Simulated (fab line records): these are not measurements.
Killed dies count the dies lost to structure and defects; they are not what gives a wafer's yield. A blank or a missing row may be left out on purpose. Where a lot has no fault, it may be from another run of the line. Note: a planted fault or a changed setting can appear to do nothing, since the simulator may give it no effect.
Struck lot and sound lot, side by side	flow gf180mcu	16 steps out of a route of 602
Sound: these wafers, L153.4, L153.5, L153.6. Struck: wafers L162.2, L162.5, L162.6. The cause is given at the end.
For every step that has rows: the tool of each side, followed by ch and its chambers, followed by its first start. Under that, the readings that differ: sound wafers	struck wafers	difference of the means	sigmas: that difference in standard deviations of wafers without a fault.
alike: words and numbers the same on both sides, and readings whose means are apart by under 2 such deviations; not compared: readings that were withheld, readings missing a value for some wafer, numbers with overlapping values and no deviation given by the record, and bounds like >300 which may hide the same value.
A row with sigmas, a row that says differs or no value, or rows on one side alone: a step with any of these is where the two part. Numbers that have no deviation but don't overlap get no sigmas and don't part them. Lack of a reading on every wafer of one side parts them only where that side has two or more wafers.

first, 3 steps without rows for these wafers: GF_V2_EXPOSE_11 (exposes mask Via2, target cd 260 nm); GF_V2_PEB_12 (peb time 90 s); GF_V2_DEVELOP_13 (develop time 60 s).
GF_V2_CD_MEAS_14: target cd 260 nm.
  struck on cd_sem-01, day 25 01:43; sound on cd_sem-01, day 21 02:12
  alike: cd_nm
GF_V2_OVL_MEAS_15:
  struck on overlay-01, day 25 01:49; sound on overlay-02, day 21 02:17
  alike: V2_OVL
GF_V2_ETCH_16: etches BARC in N2/H2.
  sound on rie_diel-01 ch 0,1, day 21 02:17; struck on rie_diel-04 ch 0,2,3, day 25 01:50
  alike: drypump_motor_current_A, oes_product_au, throttle_valve_pct
GF_V2_ETCH_17: etches SiO2 in C4F8/O2/Ar, stops on TiN, target depth 630 nm.
  sound: rie_diel-01 ch 0,1; struck: rie_diel-04 ch 0,2,3
  alike: oes_product_au
GF_V2_STRIP_18: strips in O2/N2.
  sound on plasma_asher-01 ch 0,1, day 21 02:28; struck on plasma_asher-03 ch 0,1, day 25 01:58
reading	sound	struck	difference	sigmas
heater_power_w (W)	303 276 303	350 361 334	+54	+2
  alike: drypump_motor_current_A, oes_product_au
  not compared: rf_hours_counter_h
then, 2 steps without rows for these wafers: GF_V2_STRIP_19 (strips in post etch residue remover, time 1200 s); GF_V2_CLEAN_20 (cleans in DIW).
GF_V2_SPUTTER_21: material Ti, target thk 15 nm, time 80.02 s.
  struck on pvd_sputter-03, day 25 02:32; sound on pvd_sputter-02, day 21 02:58
  alike: throttle_valve_pct
GF_V2_SPUTTER_22: material TiN, target thk 10 nm, time 40 s.
  struck on pvd_sputter-03, day 25 02:36; sound on pvd_sputter-02, day 21 03:01
  alike: throttle_valve_pct
GF_V2_CVD_23: deposits W, target thk 350 nm, time 104.94 s.
  sound on cvd_w-02 ch 0,1, day 21 03:05; struck on cvd_w-02 ch 0,1, day 25 02:38
  no value came back on the struck wafers for chamber_pressure_Torr (Torr), heater_power_outer_w (W), heater_power_w (W); on the sound wafers chamber_pressure_Torr (Torr) reads 39.89 40.10 40.08
GF_V2_RS_MEAS_24: measurement is done with a four-point probe.
  struck on film_metro-01, day 25 02:46; sound on film_metro-01, day 21 03:14
reading	sound	struck	difference	sigmas
V2_W_RS (ohm/sq)	0.327 0.327 0.324	43.729 44.723 44.895	+44.123	+99 or more
GF_V2_THK_MEAS_25: measures by xrf.
  struck on film_metro-01, day 25 02:53; sound on film_metro-01, day 21 03:19
  not compared: V2_W_THK
GF_V2_CMP_26: polishes, stops on SiO2, t overpolish 15 s, target thk 0 nm.
  sound on cmp-01 ch 1,2, day 21 03:21; struck on cmp-02 ch 0,2,3, day 25 03:20
reading	sound	struck	difference	sigmas
time_to_endpoint_s (s)	78 80 83	2 4 6	-76	-19
  alike: motor_current_A

WHERE THEY PART
Last at GF_V2_CMP_26 as far as this record goes, first at GF_V2_STRIP_18.

WHY: the cause the simulator had injected
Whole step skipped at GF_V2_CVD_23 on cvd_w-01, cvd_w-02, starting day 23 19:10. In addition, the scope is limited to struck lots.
